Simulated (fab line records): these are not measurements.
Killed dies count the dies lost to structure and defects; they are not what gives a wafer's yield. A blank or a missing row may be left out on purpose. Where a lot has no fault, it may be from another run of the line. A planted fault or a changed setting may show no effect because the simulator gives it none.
Matching of chambers    flow sky130    cmp-01 running SKY_FIELD_ISO_CMP_27: 4 sister chambers
The step polishes, stops on Si3N4, t overpolish 16 s, target thk 457.8 nm. 8 wafers are shown with their chamber, then 7 later ones without.

== EACH WAFER AND ITS CHAMBER ==
wafer   chamber  motorCurrentA (A)  platenRpm (rpm)
L289.1  0        11.4               60.06
L289.2  2        11.0               60.02
L293.6  1        12.8               60.03
L296.1  3        12.1               60.05
L296.3  1        12.5               60.02
L296.5  3        11.5               60.02
L299.1  0        11.7               60.03
L299.2  2        11.0               60.01

== WAFERS MISSING THEIR CHAMBER ==
wafer   motorCurrentA (A)  platenRpm (rpm)
L299.3  12.6               60.02
L301.1  10.9               60.01
L301.2  11.8               59.96
L301.4  11.9               59.97
L308.1  11.6               59.99
L308.3  11.3               60.00
L308.5  12.3               60.07

== WHICH CHAMBER EACH ONE RAN IN ==
wafer    from the rows above                 in truth
L299.3   1                                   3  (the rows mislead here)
L301.1   2                                   2
L301.2   can't be placed: 2 or 3 or 1 or 0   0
L301.4   can't be placed: 3 or 2 or 1 or 0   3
L308.1   can't be placed: 2 or 3 or 0 or 1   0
L308.3   can't be placed: 2 or 3 or 0        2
L308.5   can't be placed: 3 or 1 or 0        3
Placed correctly: 1 of 7. Not placeable from these rows: 5 (in 5, the candidates include the true chamber). Number placed wrongly: 1.
How it was worked out, from the rows above alone: a wafer's distance from a chamber is the root of the sum, over the readings, of the square of ((its reading less the chamber's mean) divided by the reading's scatter). The wafer belongs to the nearest chamber; if the next one is less than 2 further off, it can't be placed. Each chamber's mean is taken over the wafers shown for it. How the scatter is found: for the shown wafers, subtract from each reading the mean of its chamber, square and add these, divide the total by (wafers less chambers), then take the root.
